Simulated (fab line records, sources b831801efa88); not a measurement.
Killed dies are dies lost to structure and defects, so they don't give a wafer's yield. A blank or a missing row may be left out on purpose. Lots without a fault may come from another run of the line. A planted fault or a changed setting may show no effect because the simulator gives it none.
A struck lot beside a sound one | flow sky130 | 17 steps out of a route of 708
Sound: wafers L213.3, L213.5, L213.6. Struck: wafers L219.3, L219.4, L219.6. The cause comes at the end.
At each step with rows: each side's tool, then ch and its chambers, then its first start. Under that, the readings that differ: sound wafers | struck wafers | difference of the means | sigmas: that difference in standard deviations of wafers without a fault.
alike: readings whose means differ by less than 2 such deviations, and words and numbers that are the same on both sides. not compared: withheld readings, readings that some wafer has no value for, bounds like >300 that may hide the same value, and numbers for which the record gives no deviation and whose values overlap.
The two part at a step that has a row with sigmas, a row that says differs or no value, or rows on one side only. Numbers that don't overlap but have no deviation are shown without sigmas and don't part them. A reading that every wafer of one side lacks parts them only if that side has two wafers or more.

first, 2 steps without rows for these wafers: SKY_NWELL_IMPLANT_12; SKY_NWELL_IMPLANT_13.
SKY_NWELL_STRIP_14: strips in O2/N2.
  sound on plasma_asher-01 ch 0,1, day 5 23:31; struck on plasma_asher-02 ch 0,1, day 8 22:04
  alike: drypump_motor_current_A, oes_product_au, strip_time_to_endpoint_s
  not compared: rf_hours_counter_h
SKY_NWELL_TW_MEAS_15:
  sound on film_metro-04, day 5 23:35; struck on film_metro-04, day 8 22:08
  alike: NWELL_TW
then, 7 steps without rows for these wafers: SKY_NWELL_DEHYDRATE_16 (time 60 s); SKY_NWELL_HMDS_17 (prime time 60 s); SKY_NWELL_COAT_18 (resist thk 3000 nm); SKY_NWELL_SOFTBAKE_19; SKY_NWELL_EXPOSE_20 (exposes mask NWM COMPLEMENT, target cd 840 nm); SKY_NWELL_PEB_21; SKY_NWELL_DEVELOP_22 (develop time 60 s).
SKY_NWELL_OVL_MEAS_23:
  sound on overlay-01, day 6 17:00; struck on overlay-01, day 9 18:28
  alike: NWELL_01_OVL
SKY_NWELL_IMPLANT_24:
  sound on implanter-04 ch 0, day 6 17:05; struck on implanter-03 ch 0, day 9 18:32
  reading            | sound                         | struck                           | difference  | sigmas
  dose_ions_cm2      | 9.212e+12 9.207e+12 9.203e+12 | 3.9296e+13 3.9299e+13 3.9298e+13 | +3.0090e+13 | +99 or more
  faraday_current_uA | 52.3 52.2 50.9                | 222.6 221.0 223.2                | +170.5      | +99 or more
SKY_NWELL_STRIP_25: strips in O2/N2.
  sound on plasma_asher-04 ch 0,1, day 6 17:13; struck on plasma_asher-01 ch 0,1, day 9 18:40
  alike: drypump_motor_current_A, oes_product_au, strip_time_to_endpoint_s
  not compared: rf_hours_counter_h
SKY_NWELL_TW_MEAS_26:
  sound on film_metro-01, day 6 17:18; struck on film_metro-04, day 9 18:46
  reading    | sound       | struck      | difference | sigmas
  NWELL_2_TW | 495 496 495 | 800 804 798 | +305       | +51
then, 1 step without rows for these wafers: SKY_NWELL_CLEAN_27 (cleans in SC1/SC2, time 150 s).
-- the record jumps here: 40 days lie between the struck wafers' starts before and after (it left off in module NWELL and takes up again in module PAD_OPEN, whose first step shown is number 708 of the route) --
SKY_PAD_OPEN_PROBE_99:
  sound on prober-01, day 47 05:40; struck on prober-01, day 49 23:32
  reading                                    | sound                         | struck                        | difference | sigmas
  model.etest.pfet_16v.r_on_ohm_um           | 1.571e+04 1.562e+04 1.555e+04 | 9008 9083 8929                | -6620      |
  model.etest.nfet_16v.r_on_ohm_um           | 1.435e+04 1.443e+04 1.452e+04 | 1.601e+04 1.608e+04 1.586e+04 | +1.550e+03 |
  model.etest.res_iso_pwell.rs_ohm_sq        | 3570 3426 3436                | 1102 1108 1089                | -2378      |
  model.etest.res_pwell_under_gate.rs_ohm_sq | 2296 2300 2306                | 877.3 876.6 887               | -1420.4    |
  model.etest.res_iso_pwell.line_ohm_um      | 1341 1299 1327                | 407.3 405.1 397.6             | -919.0     |
  model.etest.tip_n_5v.rs_ohm_sq             | 1392 1404 1393                | 1680 1659 1664                | +271       |
  model.etest.tip_sonos.rs_ohm_sq            | 2645 2685 2690                | 2930 2897 2891                | +233       |
  model.etest.res_deep_nwell.rs_ohm_sq       | 2170 2156 2170                | 2362 2328 2381                | +192       |
  alike: killed_at_M0_to_M3, killed_at_M4_up, killed_at_contacts, killed_at_front_end, killed_at_other, killed_dies, killed_on_rim, killed_open, killed_short

WHERE THEY PART
First at SKY_NWELL_IMPLANT_24; last, within this record, at SKY_NWELL_TW_MEAS_26. Later steps at which nothing parts them and some readings are alike: SKY_PAD_OPEN_PROBE_99.

WHY: what the simulator had put in
Process parameter drift: implanter-03, from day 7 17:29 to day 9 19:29, at SKY_NWELL_IMPLANT_24. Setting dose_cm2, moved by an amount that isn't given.
